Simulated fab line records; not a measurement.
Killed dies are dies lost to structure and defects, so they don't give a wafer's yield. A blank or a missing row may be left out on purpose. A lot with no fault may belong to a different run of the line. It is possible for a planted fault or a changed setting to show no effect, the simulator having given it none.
fab line records / flow sky130
record lots=14 wafers=42 lastDay=50
route steps=708 shown NWELL@66 PAD_OPEN@708
lots untouched by any fault: they come from a run of this same line in which no faults occurred
startH: hours from the record's opening day to when the first of the lot's shown wafers began / waitH: hours from the lot's prior step to this one / " repeats the value in the row above / L1.1+2: a row that stands for several wafers / - value missing, or start not given / * or withheld: withheld / < > ~ a bound
route shown NAME@n: names a module that has steps shown in the file, with the first one's number in the route / usual: the fault-free wafers' mean and standard deviation / same: alike in all rows / chamber/n: place in a boat / sites: each site's reading / _std_site: the values' standard deviation / _edge_site: mean of outer sites minus mean of inner sites / radiusMm: for every site, how far away it sits from the centre of the wafer / mask NAME#n: copy n / behind: the most recent tool/chamber to have shaped the wafer / hold: reason for holding the lot/hours on hold/outcome of the hold / device: the n, p or np transistor that did not switch / end of line: tests of these same wafers at the route's end / for a step that has no rows: nothing shown but its recipe / killed: count of dies lost to structure and defects at first sort (not the wafer's yield) / map: a wafer's dies, x killed, . not, _ none there
set.NAME: the setting the step ran with; set.NAME@STEP: the setting that earlier step ran with / model.NAME: the simulator's own value behind a step, which no gauge read
a sample of lots followed through the steps of the route, with each step as a table and each wafer as a row
services: from which hour (startH, from the record's first day; less than 0 if before it) a tool's chamber was out of use, for how many hours, and why
## steps
# step SKY_NWELL_IMPLANT_13
# recipe species=P energyKev=50 doseCm2=7e+11 tiltDeg=withheld
# usual doseIonsCm2=7.001e+11/7.6e+08 faradayCurrentUA=3.94/0.077
lot.wafer=L263.1 tool=implanter-01 chamber=0 startH=87.38 waitH=0.1 doseIonsCm2=7.007e+11 faradayCurrentUA=3.88
lot.wafer=L263.2 tool=implanter-01 chamber=0 startH=87.38 waitH=0.1 doseIonsCm2=6.997e+11 faradayCurrentUA=3.92
lot.wafer=L263.6 tool=implanter-01 chamber=0 startH=87.38 waitH=0.1 doseIonsCm2=7.006e+11 faradayCurrentUA=4.06
lot.wafer=L265.1 tool=implanter-01 chamber=0 startH=98.89 waitH=0.1 doseIonsCm2=6.995e+11 faradayCurrentUA=3.98
lot.wafer=L265.4 tool=implanter-01 chamber=0 startH=98.89 waitH=0.1 doseIonsCm2=6.995e+11 faradayCurrentUA=4.02
lot.wafer=L265.6 tool=implanter-01 chamber=0 startH=98.89 waitH=0.1 doseIonsCm2=6.994e+11 faradayCurrentUA=3.99
lot.wafer=L268.1 tool=implanter-02 chamber=0 startH=117.04 waitH=0.1 doseIonsCm2=7.001e+11 faradayCurrentUA=3.97
lot.wafer=L268.2 tool=implanter-02 chamber=0 startH=117.04 waitH=0.1 doseIonsCm2=6.999e+11 faradayCurrentUA=3.87
lot.wafer=L268.4 tool=implanter-02 chamber=0 startH=117.04 waitH=0.1 doseIonsCm2=6.995e+11 faradayCurrentUA=3.85
lot.wafer=L269.2 tool=implanter-03 chamber=0 startH=117.77 waitH=0.1 doseIonsCm2=7.001e+11 faradayCurrentUA=4.09
lot.wafer=L269.3 tool=implanter-03 chamber=0 startH=117.77 waitH=0.1 doseIonsCm2=7.002e+11 faradayCurrentUA=3.85
lot.wafer=L269.4 tool=implanter-03 chamber=0 startH=117.77 waitH=0.1 doseIonsCm2=7.016e+11 faradayCurrentUA=3.96
lot.wafer=L272.1 tool=implanter-03 chamber=0 startH=137.44 waitH=0.1 doseIonsCm2=7.014e+11 faradayCurrentUA=4.00
lot.wafer=L272.4 tool=implanter-03 chamber=0 startH=137.44 waitH=0.1 doseIonsCm2=7.008e+11 faradayCurrentUA=3.82
lot.wafer=L272.5 tool=implanter-03 chamber=0 startH=137.44 waitH=0.1 doseIonsCm2=6.991e+11 faradayCurrentUA=3.99
lot.wafer=L276.1 tool=implanter-02 chamber=0 startH=158.96 waitH=0.1 doseIonsCm2=7e+10 faradayCurrentUA=0.40
lot.wafer=L276.3 tool=implanter-02 chamber=0 startH=158.96 waitH=0.1 doseIonsCm2=7e+10 faradayCurrentUA=0.40
lot.wafer=L276.5 tool=implanter-02 chamber=0 startH=158.96 waitH=0.1 doseIonsCm2=6.84e+10 faradayCurrentUA=0.39
lot.wafer=L277.1 tool=implanter-02 chamber=0 startH=166.01 waitH=0.1 doseIonsCm2=6.97e+10 faradayCurrentUA=0.39
lot.wafer=L277.4 tool=implanter-02 chamber=0 startH=166.01 waitH=0.1 doseIonsCm2=6.91e+10 faradayCurrentUA=0.39
lot.wafer=L277.5 tool=implanter-02 chamber=0 startH=166.01 waitH=0.1 doseIonsCm2=6.93e+10 faradayCurrentUA=0.39
lot.wafer=L279.1 tool=implanter-03 chamber=0 startH=186.77 waitH=0.1 doseIonsCm2=7e+11 faradayCurrentUA=3.86
lot.wafer=L279.2 tool=implanter-03 chamber=0 startH=186.77 waitH=0.1 doseIonsCm2=6.999e+11 faradayCurrentUA=3.96
lot.wafer=L279.3 tool=implanter-03 chamber=0 startH=186.77 waitH=0.1 doseIonsCm2=7.007e+11 faradayCurrentUA=3.89
lot.wafer=L280.1 tool=implanter-03 chamber=0 startH=190.59 waitH=0.1 doseIonsCm2=7.003e+11 faradayCurrentUA=4.07
lot.wafer=L280.4 tool=implanter-03 chamber=0 startH=190.59 waitH=0.1 doseIonsCm2=6.99e+11 faradayCurrentUA=3.87
lot.wafer=L280.6 tool=implanter-03 chamber=0 startH=190.59 waitH=0.1 doseIonsCm2=6.992e+11 faradayCurrentUA=4.04
lot.wafer=L281.2 tool=implanter-01 chamber=0 startH=190.95 waitH=0.1 doseIonsCm2=7.003e+11 faradayCurrentUA=4.03
lot.wafer=L281.4 tool=implanter-01 chamber=0 startH=190.95 waitH=0.1 doseIonsCm2=7.001e+11 faradayCurrentUA=3.94
lot.wafer=L281.6 tool=implanter-01 chamber=0 startH=190.95 waitH=0.1 doseIonsCm2=6.993e+11 faradayCurrentUA=3.92
lot.wafer=L282.1 tool=implanter-03 chamber=0 startH=196.52 waitH=0.1 doseIonsCm2=7.019e+11 faradayCurrentUA=3.94
lot.wafer=L282.4 tool=implanter-03 chamber=0 startH=196.52 waitH=0.1 doseIonsCm2=6.999e+11 faradayCurrentUA=3.73
lot.wafer=L282.6 tool=implanter-03 chamber=0 startH=196.52 waitH=0.1 doseIonsCm2=7.003e+11 faradayCurrentUA=3.99
lot.wafer=L283.1 tool=implanter-03 chamber=0 startH=200.49 waitH=0.1 doseIonsCm2=7.016e+11 faradayCurrentUA=3.85
lot.wafer=L283.2 tool=implanter-03 chamber=0 startH=200.49 waitH=0.1 doseIonsCm2=7.002e+11 faradayCurrentUA=3.93
lot.wafer=L283.4 tool=implanter-03 chamber=0 startH=200.49 waitH=0.1 doseIonsCm2=7.003e+11 faradayCurrentUA=4.10
lot.wafer=L284.2 tool=implanter-01 chamber=0 startH=207.67 waitH=0.1 doseIonsCm2=6.998e+11 faradayCurrentUA=3.97
lot.wafer=L284.3 tool=implanter-01 chamber=0 startH=207.67 waitH=0.1 doseIonsCm2=6.997e+11 faradayCurrentUA=4.02
lot.wafer=L284.6 tool=implanter-01 chamber=0 startH=207.67 waitH=0.1 doseIonsCm2=7.005e+11 faradayCurrentUA=3.92
lot.wafer=L286.2 tool=implanter-01 chamber=0 startH=222.70 waitH=0.1 doseIonsCm2=7.001e+11 faradayCurrentUA=3.85
lot.wafer=L286.3 tool=implanter-01 chamber=0 startH=222.70 waitH=0.1 doseIonsCm2=6.983e+11 faradayCurrentUA=3.81
lot.wafer=L286.6 tool=implanter-01 chamber=0 startH=222.70 waitH=0.1 doseIonsCm2=6.987e+11 faradayCurrentUA=3.98
# step SKY_NWELL_RS_MEAS_29
# recipe thkMeasGauge=four-point-probe
# usual NWELL_RS=625.3/1.9
lot.wafer=L263.1 tool=filmMetro-04 chamber=- startH=105.14 waitH=0.1 NWELL_RS[ohm/sq]=625.8
lot.wafer=L263.2 tool=filmMetro-04 chamber=- startH=105.14 waitH=0.1 NWELL_RS[ohm/sq]=624.1
lot.wafer=L263.6 tool=filmMetro-04 chamber=- startH=105.14 waitH=0.1 NWELL_RS[ohm/sq]=625.8
lot.wafer=L265.1 tool=filmMetro-04 chamber=- startH=117.77 waitH=0.1 NWELL_RS[ohm/sq]=625.8
lot.wafer=L265.4 tool=filmMetro-04 chamber=- startH=117.77 waitH=0.1 NWELL_RS[ohm/sq]=623.1
lot.wafer=L265.6 tool=filmMetro-04 chamber=- startH=117.77 waitH=0.1 NWELL_RS[ohm/sq]=625.6
lot.wafer=L268.1 tool=filmMetro-03 chamber=- startH=136.25 waitH=0.1 NWELL_RS[ohm/sq]=626.6
lot.wafer=L268.2 tool=filmMetro-03 chamber=- startH=136.25 waitH=0.1 NWELL_RS[ohm/sq]=627.7
lot.wafer=L268.4 tool=filmMetro-03 chamber=- startH=136.25 waitH=0.1 NWELL_RS[ohm/sq]=627.0
lot.wafer=L269.2 tool=filmMetro-02 chamber=- startH=136.63 waitH=0.1 NWELL_RS[ohm/sq]=625.7
lot.wafer=L269.3 tool=filmMetro-02 chamber=- startH=136.63 waitH=0.1 NWELL_RS[ohm/sq]=626.8
lot.wafer=L269.4 tool=filmMetro-02 chamber=- startH=136.63 waitH=0.1 NWELL_RS[ohm/sq]=625.5
lot.wafer=L272.1 tool=filmMetro-02 chamber=- startH=158.09 waitH=0.1 NWELL_RS[ohm/sq]=626.2
lot.wafer=L272.4 tool=filmMetro-02 chamber=- startH=158.09 waitH=0.1 NWELL_RS[ohm/sq]=625.1
lot.wafer=L272.5 tool=filmMetro-02 chamber=- startH=158.09 waitH=0.1 NWELL_RS[ohm/sq]=623.9
lot.wafer=L276.1 tool=filmMetro-03 chamber=- startH=180.23 waitH=0.1 NWELL_RS[ohm/sq]=646.8
lot.wafer=L276.3 tool=filmMetro-03 chamber=- startH=180.23 waitH=0.1 NWELL_RS[ohm/sq]=644.2
lot.wafer=L276.5 tool=filmMetro-03 chamber=- startH=180.23 waitH=0.1 NWELL_RS[ohm/sq]=646.5
lot.wafer=L277.1 tool=filmMetro-02 chamber=- startH=187.15 waitH=0.1 NWELL_RS[ohm/sq]=648.6
lot.wafer=L277.4 tool=filmMetro-02 chamber=- startH=187.15 waitH=0.1 NWELL_RS[ohm/sq]=651.6
lot.wafer=L277.5 tool=filmMetro-02 chamber=- startH=187.15 waitH=0.1 NWELL_RS[ohm/sq]=650.0
lot.wafer=L279.1 tool=filmMetro-02 chamber=- startH=208.72 waitH=0.1 NWELL_RS[ohm/sq]=626.2
lot.wafer=L279.2 tool=filmMetro-02 chamber=- startH=208.72 waitH=0.1 NWELL_RS[ohm/sq]=628.6
lot.wafer=L279.3 tool=filmMetro-02 chamber=- startH=208.72 waitH=0.1 NWELL_RS[ohm/sq]=626.4
lot.wafer=L280.1 tool=filmMetro-04 chamber=- startH=212.06 waitH=0.1 NWELL_RS[ohm/sq]=625.5
lot.wafer=L280.4 tool=filmMetro-04 chamber=- startH=212.06 waitH=0.1 NWELL_RS[ohm/sq]=625.2
lot.wafer=L280.6 tool=filmMetro-04 chamber=- startH=212.06 waitH=0.1 NWELL_RS[ohm/sq]=623.6
lot.wafer=L281.2 tool=filmMetro-03 chamber=- startH=213.14 waitH=0.1 NWELL_RS[ohm/sq]=622.2
lot.wafer=L281.4 tool=filmMetro-03 chamber=- startH=213.14 waitH=0.1 NWELL_RS[ohm/sq]=621.7
lot.wafer=L281.6 tool=filmMetro-03 chamber=- startH=213.14 waitH=0.1 NWELL_RS[ohm/sq]=623.1
lot.wafer=L282.1 tool=filmMetro-03 chamber=- startH=219.04 waitH=0.1 NWELL_RS[ohm/sq]=624.8
lot.wafer=L282.4 tool=filmMetro-03 chamber=- startH=219.04 waitH=0.1 NWELL_RS[ohm/sq]=625.1
lot.wafer=L282.6 tool=filmMetro-03 chamber=- startH=219.04 waitH=0.1 NWELL_RS[ohm/sq]=623.9
lot.wafer=L283.1 tool=filmMetro-03 chamber=- startH=223.61 waitH=0.1 NWELL_RS[ohm/sq]=629.3
lot.wafer=L283.2 tool=filmMetro-03 chamber=- startH=223.61 waitH=0.1 NWELL_RS[ohm/sq]=626.5
lot.wafer=L283.4 tool=filmMetro-03 chamber=- startH=223.61 waitH=0.1 NWELL_RS[ohm/sq]=625.7
lot.wafer=L284.2 tool=filmMetro-02 chamber=- startH=231.36 waitH=0.1 NWELL_RS[ohm/sq]=628.9
lot.wafer=L284.3 tool=filmMetro-02 chamber=- startH=231.36 waitH=0.1 NWELL_RS[ohm/sq]=628.3
lot.wafer=L284.6 tool=filmMetro-02 chamber=- startH=231.36 waitH=0.1 NWELL_RS[ohm/sq]=631.2
lot.wafer=L286.2 tool=filmMetro-04 chamber=- startH=246.97 waitH=0.1 NWELL_RS[ohm/sq]=624.6
lot.wafer=L286.3 tool=filmMetro-04 chamber=- startH=246.97 waitH=0.1 NWELL_RS[ohm/sq]=625.5
lot.wafer=L286.6 tool=filmMetro-04 chamber=- startH=246.97 waitH=0.1 NWELL_RS[ohm/sq]=624.7
# step SKY_PAD_OPEN_PROBE_99
# usual killed_at_M0_to_M3=45/7.3 killed_at_M4_up=3.2/1.8 killedAtContacts=25/5.5 killedAtFrontEnd=15/4.2 killedAtOther=0.3/0.69 killedDies=89/9.4 killedOnRim=17/3.8 killedOpen=49/6.6 killedShort=40/6.4
# same grossDies=492 killedAtBackSide=0
lot.wafer=L265.1 tool=prober-02 chamber=- startH=1092.02 waitH=0.1 killed_at_M0_to_M3=52 killed_at_M4_up=1 killedAtContacts=25 killedAtFrontEnd=14 killedAtOther=0 killedDies=92 killedOnRim=14 killedOpen=51 killedShort=41
lot.wafer=L265.4 tool=prober-02 chamber=- startH=1092.17 waitH=0.2 killed_at_M0_to_M3=48 killed_at_M4_up=2 killedAtContacts=28 killedAtFrontEnd=15 killedAtOther=0 killedDies=93 killedOnRim=20 killedOpen=54 killedShort=39
lot.wafer=L265.6 tool=prober-02 chamber=- startH=1092.27 waitH=0.2 killed_at_M0_to_M3=54 killed_at_M4_up=5 killedAtContacts=30 killedAtFrontEnd=16 killedAtOther=0 killedDies=105 killedOnRim=17 killedOpen=55 killedShort=50
lot.wafer=L272.1 tool=prober-01 chamber=- startH=1130.56 waitH=0.1 killed_at_M0_to_M3=51 killed_at_M4_up=6 killedAtContacts=20 killedAtFrontEnd=13 killedAtOther=0 killedDies=90 killedOnRim=17 killedOpen=47 killedShort=43
lot.wafer=L272.4 tool=prober-01 chamber=- startH=1130.71 waitH=0.2 killed_at_M0_to_M3=44 killed_at_M4_up=2 killedAtContacts=18 killedAtFrontEnd=15 killedAtOther=0 killedDies=79 killedOnRim=10 killedOpen=49 killedShort=30
lot.wafer=L272.5 tool=prober-01 chamber=- startH=1130.76 waitH=0.2 killed_at_M0_to_M3=46 killed_at_M4_up=5 killedAtContacts=19 killedAtFrontEnd=18 killedAtOther=0 killedDies=88 killedOnRim=14 killedOpen=50 killedShort=38
lot.wafer=L277.1 tool=prober-02 chamber=- startH=1159.53 waitH=0.1 killed_at_M0_to_M3=39 killed_at_M4_up=3 killedAtContacts=22 killedAtFrontEnd=15 killedAtOther=0 killedDies=79 killedOnRim=19 killedOpen=38 killedShort=41
lot.wafer=L277.4 tool=prober-02 chamber=- startH=1159.68 waitH=0.2 killed_at_M0_to_M3=35 killed_at_M4_up=3 killedAtContacts=22 killedAtFrontEnd=13 killedAtOther=0 killedDies=73 killedOnRim=14 killedOpen=36 killedShort=37
lot.wafer=L277.5 tool=prober-02 chamber=- startH=1159.73 waitH=0.2 killed_at_M0_to_M3=41 killed_at_M4_up=2 killedAtContacts=30 killedAtFrontEnd=12 killedAtOther=0 killedDies=85 killedOnRim=14 killedOpen=42 killedShort=42
lot.wafer=L279.1 tool=prober-02 chamber=- startH=1173.48 waitH=0.1 killed_at_M0_to_M3=41 killed_at_M4_up=3 killedAtContacts=24 killedAtFrontEnd=18 killedAtOther=0 killedDies=86 killedOnRim=16 killedOpen=42 killedShort=44
lot.wafer=L279.2 tool=prober-02 chamber=- startH=1173.53 waitH=0.1 killed_at_M0_to_M3=41 killed_at_M4_up=4 killedAtContacts=18 killedAtFrontEnd=13 killedAtOther=0 killedDies=76 killedOnRim=13 killedOpen=45 killedShort=31
lot.wafer=L279.3 tool=prober-02 chamber=- startH=1173.58 waitH=0.2 killed_at_M0_to_M3=32 killed_at_M4_up=1 killedAtContacts=27 killedAtFrontEnd=16 killedAtOther=0 killedDies=76 killedOnRim=13 killedOpen=52 killedShort=24
lot.wafer=L281.2 tool=prober-02 chamber=- startH=1180.16 waitH=0.1 killed_at_M0_to_M3=42 killed_at_M4_up=0 killedAtContacts=30 killedAtFrontEnd=15 killedAtOther=1 killedDies=88 killedOnRim=17 killedOpen=50 killedShort=38
lot.wafer=L283.1 tool=prober-02 chamber=- startH=1184.69 waitH=0.1 killed_at_M0_to_M3=38 killed_at_M4_up=2 killedAtContacts=22 killedAtFrontEnd=20 killedAtOther=0 killedDies=82 killedOnRim=22 killedOpen=45 killedShort=37
lot.wafer=L283.2 tool=prober-02 chamber=- startH=1184.74 waitH=0.1 killed_at_M0_to_M3=48 killed_at_M4_up=1 killedAtContacts=32 killedAtFrontEnd=12 killedAtOther=0 killedDies=93 killedOnRim=17 killedOpen=52 killedShort=41
lot.wafer=L283.4 tool=prober-02 chamber=- startH=1184.84 waitH=0.2 killed_at_M0_to_M3=55 killed_at_M4_up=1 killedAtContacts=28 killedAtFrontEnd=8 killedAtOther=0 killedDies=92 killedOnRim=20 killedOpen=55 killedShort=37
# killed by level:class
L265.1 VIA1:geometricParticle:open=13 VIA3:geometricParticle:open=12 LI_CONTACT:geometricParticle:open=9 METAL2:geometricParticle:short=6 FIELD_ISO:geometricParticle:short=5 LOCAL_INTERCONNECT:geometricParticle:short=5 METAL1:geometricParticle:short=5 VIA1:geometricParticle:short=5
L265.4 CONTACT:geometricParticle:open=13 VIA1:geometricParticle:open=9 VIA1:geometricParticle:short=7 VIA2:geometricParticle:open=7 LI_CONTACT:geometricParticle:open=6 METAL1:geometricParticle:short=6 VIA3:geometricParticle:open=5 FIELD_ISO:geometricParticle:open=4
L265.6 LI_CONTACT:geometricParticle:open=11 VIA1:geometricParticle:open=11 VIA1:geometricParticle:short=9 CONTACT:geometricParticle:open=9 VIA3:geometricParticle:open=9 FIELD_ISO:geometricParticle:short=5 METAL1:geometricParticle:short=5 LI_CONTACT:geometricParticle:short=4
L272.1 VIA1:geometricParticle:open=10 VIA1:geometricParticle:short=9 VIA3:geometricParticle:open=8 CONTACT:geometricParticle:open=8 METAL2:geometricParticle:short=7 LI_CONTACT:geometricParticle:open=6 METAL4:geometricParticle:short=6 FIELD_ISO:geometricParticle:open=5
L272.4 VIA2:geometricParticle:open=14 VIA1:geometricParticle:open=8 CONTACT:geometricParticle:open=7 VIA2:geometricParticle:short=6 VIA3:geometricParticle:open=6 LI_CONTACT:geometricParticle:open=5 FIELD_ISO:geometricParticle:open=3 FIELD_ISO:geometricParticle:short=3
L272.5 VIA1:geometricParticle:open=10 CONTACT:geometricParticle:open=10 VIA2:geometricParticle:open=10 FIELD_ISO:geometricParticle:short=7 VIA3:geometricParticle:open=6 METAL2:geometricParticle:short=5 METAL1:geometricParticle:short=5 METAL4:geometricParticle:short=5
L277.1 LOCAL_INTERCONNECT:geometricParticle:short=9 VIA1:geometricParticle:open=9 VIA2:geometricParticle:open=8 CONTACT:geometricParticle:open=6 POLY_GATE:geometricParticle:short=5 METAL3:geometricParticle:short=5 LI_CONTACT:geometricParticle:open=4 FIELD_ISO:geometricParticle:short=3
L277.4 VIA2:geometricParticle:open=8 CONTACT:geometricParticle:short=7 VIA1:geometricParticle:open=7 LI_CONTACT:geometricParticle:open=5 METAL2:geometricParticle:short=4 POLY_CUT:geometricParticle:open=4 LOCAL_INTERCONNECT:geometricParticle:short=4 METAL1:geometricParticle:short=4
L277.5 CONTACT:geometricParticle:open=12 LI_CONTACT:geometricParticle:open=7 METAL1:geometricParticle:short=7 VIA1:geometricParticle:open=7 VIA3:geometricParticle:short=6 METAL2:geometricParticle:short=5 VIA2:geometricParticle:open=5 LI_CONTACT:geometricParticle:short=4
L279.1 VIA1:geometricParticle:open=9 METAL2:geometricParticle:short=8 CONTACT:geometricParticle:short=7 LI_CONTACT:geometricParticle:open=6 CONTACT:geometricParticle:open=6 POLY_GATE:geometricParticle:short=5 VIA3:geometricParticle:open=5 VIA3:geometricParticle:short=5
L279.2 VIA1:geometricParticle:open=11 VIA3:geometricParticle:open=9 LI_CONTACT:geometricParticle:open=5 POLY_GATE:geometricParticle:short=4 CONTACT:geometricParticle:short=4 METAL2:geometricParticle:short=4 VIA2:geometricParticle:open=4 METAL4:geometricParticle:short=4
L279.3 CONTACT:geometricParticle:open=13 LI_CONTACT:geometricParticle:open=8 POLY_GATE:geometricParticle:open=7 VIA1:geometricParticle:open=7 VIA2:geometricParticle:open=6 VIA3:geometricParticle:open=5 VIA1:geometricParticle:short=4 POLY_GATE:geometricParticle:short=3
L281.2 CONTACT:geometricParticle:open=10 VIA1:geometricParticle:open=9 LI_CONTACT:geometricParticle:open=8 VIA2:geometricParticle:open=8 CONTACT:geometricParticle:short=6 METAL1:geometricParticle:short=6 FIELD_ISO:geometricParticle:short=5 SPACER:geometricParticle:short=4
L283.1 CONTACT:geometricParticle:open=8 LI_CONTACT:geometricParticle:open=7 VIA3:geometricParticle:open=7 FIELD_ISO:geometricParticle:short=6 VIA1:geometricParticle:open=6 METAL2:geometricParticle:short=5 VIA1:geometricParticle:short=5 VIA2:geometricParticle:open=5
L283.2 VIA1:geometricParticle:open=13 CONTACT:geometricParticle:open=13 LI_CONTACT:geometricParticle:open=8 METAL2:geometricParticle:short=7 VIA3:geometricParticle:short=6 CONTACT:geometricParticle:short=5 METAL1:geometricParticle:short=5 LOCAL_INTERCONNECT:geometricParticle:short=4
L283.4 VIA1:geometricParticle:open=11 CONTACT:geometricParticle:open=10 VIA3:geometricParticle:open=9 CONTACT:geometricParticle:short=9 METAL2:geometricParticle:short=8 LI_CONTACT:geometricParticle:open=6 VIA3:geometricParticle:short=5 METAL1:geometricParticle:open=5
## services
tool=implanter-03 chamber=- startH=74.66 hours=2.4 kind=repair
tool=implanter-01 chamber=- startH=94.78 hours=3.2 kind=repair
tool=implanter-01 chamber=- startH=158.35 hours=1.1 kind=repair
tool=implanter-01 chamber=- startH=164.60 hours=1.5 kind=repair
tool=implanter-03 chamber=- startH=179.70 hours=5.0 kind=repair
## key
firstSign step=SKY_NWELL_IMPLANT_13 reading=doseIonsCm2 direction=down sigmas=99+ usual=* struck=*
effect step=SKY_NWELL_IMPLANT_13 reading=faradayCurrentUA direction=down sigmas=46 usual=3.94 struck=0.39
effect step=SKY_NWELL_RS_MEAS_29 reading=NWELL_RS direction=up sigmas=12 usual=625.3 struck=647.9
metAt SKY_NWELL_IMPLANT_13
struckLots L276,L277
testerLeftOut L276,L277
onsetBetween 117.04 158.96
fault kind=processParameterDrift tool=implanter-02 chamber=- onsetH=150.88 steps=SKY_NWELL_IMPLANT_13 channel=doseCm2 offset=* shape=step endH=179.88 actsIn=* stated=*
# testerLeftOut: of these lots the tester's yield and bins aren't shown, on N5 and GAA mostly nor the transistor test; their killed dies are dies lost to structure and defects alone, not to doping, threshold or leakage, so they don't give the yield
